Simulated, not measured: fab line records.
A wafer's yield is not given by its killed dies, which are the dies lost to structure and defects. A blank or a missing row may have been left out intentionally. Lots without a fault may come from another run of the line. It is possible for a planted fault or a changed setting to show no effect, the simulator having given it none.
What tool caused it? ; flow sky130 ; 11 lots with 33 wafers sampled at 5 steps, on a route of 708 steps

## WHAT EACH GAUGE READ, for each wafer
The record holds no reading of a measuring or inspecting step that can be judged against a usual standard deviation.

## EACH LOT AND THE TOOL THAT RAN IT (in order: tool; ch and the chambers of the sampled wafers; start)
lot;SKY_METAL3_STRIP_19;SKY_VIA3_CMP_02;SKY_VIA3_ETCH_14;SKY_VIA3_CVD_21;SKY_PAD_OPEN_PROBE_99
L604;plasmaAsher-02 ch 1, day 38 22:35;cmp-01 ch 0,1,3, day 38 23:30;rieDiel-01 ch 0,2,3, day 40 00:04;cvdW-02 ch 0,1, day 40 00:49;-
L607;plasmaAsher-02 ch 0,1, day 39 17:56;cmp-01 ch 1,2,3, day 39 18:50;rieDiel-02 ch 1,2,3, day 40 20:07;cvdW-02 ch 0,1, day 40 20:53;-
L610;plasmaAsher-03 ch 0,1, day 40 14:21;cmp-01 ch 0,1,2, day 40 15:19;rieDiel-01 ch 0,1, day 41 15:55;cvdW-02 ch 0,1, day 41 16:47;-
L612;plasmaAsher-02 ch 0,1, day 41 17:11;cmp-01 ch 1,2,3, day 41 18:00;rieDiel-02 ch 0,1,3, day 42 18:22;cvdW-01 ch 0,1, day 42 19:07;-
L613;plasmaAsher-02 ch 0, day 41 18:10;cmp-02 ch 2,3, day 41 18:59;rieDiel-01 ch 0,2,3, day 42 18:46;cvdW-01 ch 0,1, day 42 19:35;-
L614;plasmaAsher-02 ch 0,1, day 42 00:11;cmp-01 ch 0,1,2, day 42 01:09;rieDiel-02 ch 0,1,2, day 43 00:59;cvdW-02 ch 0,1, day 43 01:45;-
L615;plasmaAsher-03 ch 0,1, day 42 04:10;cmp-01 ch 0,1,2, day 42 05:07;rieDiel-02 ch 0,2,3, day 43 05:10;cvdW-01 ch 0,1, day 43 05:56;-
L617;plasmaAsher-03 ch 0,1, day 42 15:28;cmp-01 ch 2,3, day 42 16:23;rieDiel-02 ch 1,2,3, day 43 16:17;cvdW-01 ch 0,1, day 43 17:33;prober-02, day 49 06:47
L621;plasmaAsher-02 ch 0, day 44 03:50;cmp-01 ch 0,1, day 44 04:40;rieDiel-02 ch 2,3, day 45 04:19;cvdW-02 ch 0,1, day 45 05:32;prober-02, day 50 09:54
L626;plasmaAsher-03 ch 0,1, day 45 03:29;cmp-02 ch 0,2, day 45 04:43;rieDiel-03 ch 1,2, day 46 03:10;cvdW-01 ch 0,1, day 46 03:57;-
L627;plasmaAsher-03 ch 0,1, day 45 09:08;cmp-01 ch 1,2,3, day 45 10:08;rieDiel-03 ch 0,1,2, day 46 07:43;cvdW-02 ch 0,1, day 46 08:31;-
- SKY_METAL3_STRIP_19: strips in O2/N2.
- SKY_VIA3_CMP_02: polishes SiO2.
- SKY_VIA3_ETCH_14: etches BARC in N2/H2, stops on SiO2, time 45.9 s, target depth 60 nm.
- SKY_VIA3_CVD_21: deposits W, target thk 390 nm, time 117.31 s.
- SKY_PAD_OPEN_PROBE_99

## AS READ BY THE TOOLS THEMSELVES (means over the sampled wafers that have a number; for cases with no such wafer, the mark the record gives instead)
SKY_METAL3_STRIP_19. Usual: chamberPressureMTorr 1499.9 mTorr, standard deviation 1.5; drypumpMotorCurrentA 5.93 A, standard deviation 0.28; oesProductAu 0.504 a.u., standard deviation 0.0056; stripTimeToEndpointS 6.56 s, standard deviation 0.085.
lot;tool;chamberPressureMTorr (mTorr);drypumpMotorCurrentA (A);oesProductAu (a.u.);stripTimeToEndpointS (s);flag
L604;plasmaAsher-02;1500.4;6.28;0.501;6.52;
L607;plasmaAsher-02;1499.8;5.86;0.501;6.47;
L610;plasmaAsher-03;1501.2;6.07;0.507;6.69;
L612;plasmaAsher-02;1499.1;6.06;0.506;6.56;
L613;plasmaAsher-02;1500.3;5.70;0.503;6.50;
L614;plasmaAsher-02;1500.7;6.06;0.503;6.52;
L615;plasmaAsher-03;1498.6;6.02;0.505;6.60;
L617;plasmaAsher-03;1500.8;6.04;0.510;6.58;
L621;plasmaAsher-02;1500.8;5.69;0.503;6.59;
L626;plasmaAsher-03;1500.3;5.96;0.504;6.52;
L627;plasmaAsher-03;1500.5;6.07;0.507;6.54;

SKY_VIA3_CMP_02. Usual: headPressurePsi 4.000 psi, standard deviation 0.0085; motorCurrentA 12.9 A, standard deviation 1.1; retainingRingPressureFrac 1.000, standard deviation 0.0043.
lot;tool;headPressurePsi (psi);motorCurrentA (A);retainingRingPressureFrac;flag
L604;cmp-01;4.002;13.3;0.996;
L607;cmp-01;4.008;13.2;1.003;
L610;cmp-01;3.998;13.5;0.997;
L612;cmp-01;3.995;13.4;0.999;
L613;cmp-02;4.002;13.6;1.003;
L614;cmp-01;4.009;13.4;1.003;
L615;cmp-01;3.995;13.4;0.999;
L617;cmp-01;3.998;12.8;1.001;
L621;cmp-01;3.996;14.0;1.003;
L626;cmp-02;4.010;12.5;1.001;
L627;cmp-01;4.006;13.3;0.997;

SKY_VIA3_ETCH_14. Usual: biasW 99.98 W, standard deviation 0.29; chamberPressureMTorr 30.000 mTorr, standard deviation 0.027; drypumpMotorCurrentA 5.7 A, standard deviation 0.43; oesProductAu 0.856 a.u., standard deviation 0.0043; throttleValvePct 13.226 %, standard deviation 0.0088.
lot;tool;biasW (W);chamberPressureMTorr (mTorr);drypumpMotorCurrentA (A);oesProductAu (a.u.);throttleValvePct (%);flag
L604;rieDiel-01;100.11;30.030;5.1;0.857;13.227;
L607;rieDiel-02;99.81;30.017;6.1;0.855;13.223;
L610;rieDiel-01;100.25;29.998;5.7;0.856;13.221;
L612;rieDiel-02;100.18;30.011;6.1;0.851;13.223;
L613;rieDiel-01;99.81;30.005;5.1;0.859;13.229;
L614;rieDiel-02;100.21;30.044;5.9;0.857;13.229;
L615;rieDiel-02;99.99;30.009;6.0;0.856;13.226;
L617;rieDiel-02;77.17;29.975;6.2;0.852;13.221;OFF
L621;rieDiel-02;77.13;30.017;6.1;0.859;13.227;OFF
L626;rieDiel-03;99.83;30.018;5.4;0.857;13.237;
L627;rieDiel-03;99.70;29.995;5.5;0.853;13.231;

SKY_VIA3_CVD_21. Usual: heaterPowerW at 831 W, with a standard deviation of 86.
lot;tool;heaterPowerW (W);flag
L604;cvdW-02;868;
L607;cvdW-02;863;
L610;cvdW-02;794;
L612;cvdW-01;831;
L613;cvdW-01;825;
L614;cvdW-02;793;
L615;cvdW-01;817;
L617;cvdW-01;834;
L621;cvdW-02;887;
L626;cvdW-01;836;
L627;cvdW-02;809;

SKY_PAD_OPEN_PROBE_99. Usual: defectLimitedYield 82.9 %, standard deviation 1.9; killed_at_M0_to_M3 42, standard deviation 6.3; killed_at_M4_up 2.8, standard deviation 1.9; killedAtContacts 23, standard deviation 5.3; killedAtFrontEnd 16, standard deviation 4.3; killedAtOther 0.2, standard deviation 0.51; killedDies 84, standard deviation 9.3; killedOpen 46, standard deviation 7.6; killedShort 38, standard deviation 6.3; sort_bin_3_pad_short 0.8 %, standard deviation 0.41; sort_bin_5_function 10.0 %, standard deviation 1.4; sort_bin_6_memory 6.2 %, standard deviation 1.1; sort_bin_8_speed 0.00 %, standard deviation 0.017; sortNPass 408, standard deviation 9.3; sortYieldPct 82.9 %, standard deviation 1.9.
lot;tool;defectLimitedYield (%);killed_at_M0_to_M3;killed_at_M4_up;killedAtContacts;killedAtFrontEnd;killedAtOther;killedDies;killedOpen;killedShort;sort_bin_3_pad_short (%);sort_bin_5_function (%);sort_bin_6_memory (%);sort_bin_8_speed (%);sortNPass;sortYieldPct (%);flag
L617;prober-02;83.1;44;2.0;23;14;0.3;83;45;39;1.1;9.3;6.4;0.00;409;83.1;
L621;prober-02;84.4;41;2.3;20;13;0.0;77;44;32;0.9;9.0;5.6;0.00;415;84.4;

## THE ANSWER, worked out from the rows above alone
Rule: lot off if the mean of its wafers having a number is beyond 3 standard deviations from the usual mean. Also off: a lot with no number at a reading for which 4 or more lots have one. The other lots that the step has rows for count as sound. The gauges are gone through in route order, then the tools' own readings, and for those a lot's mean is taken as printed above. The first step at which some lot is off is used, and at that step the reading that is off furthest; a lot without a number counts as furthest.
Off: L617, L621, at SKY_VIA3_ETCH_14 (biasW).
If a tool, at that step or one of the process steps before it, ran each lot that is off and ran no sound lot following the first of them, it fits. One fits: SKY_VIA3_ETCH_14 on rieDiel-02. Its last sound lot is L615 (day 43 05:10), its first lot that is off L617 (day 43 16:17): a fault that began between those two fits.
The tool's own readings at SKY_VIA3_ETCH_14 bear it out: on the lots that are off they differ by more than 5 times the standard deviation of the sound lots' means. biasW reads 77.15 W there against 99.99 W on the sound lots.

## WHAT THE SIMULATOR HAD INSERTED
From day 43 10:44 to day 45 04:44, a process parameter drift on rieDiel-02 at SKY_VIA3_ETCH_14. Setting biasW shifted by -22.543 from 100. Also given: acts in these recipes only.
Shown lots that were struck: L617, L621. The rule above reached the same finding.
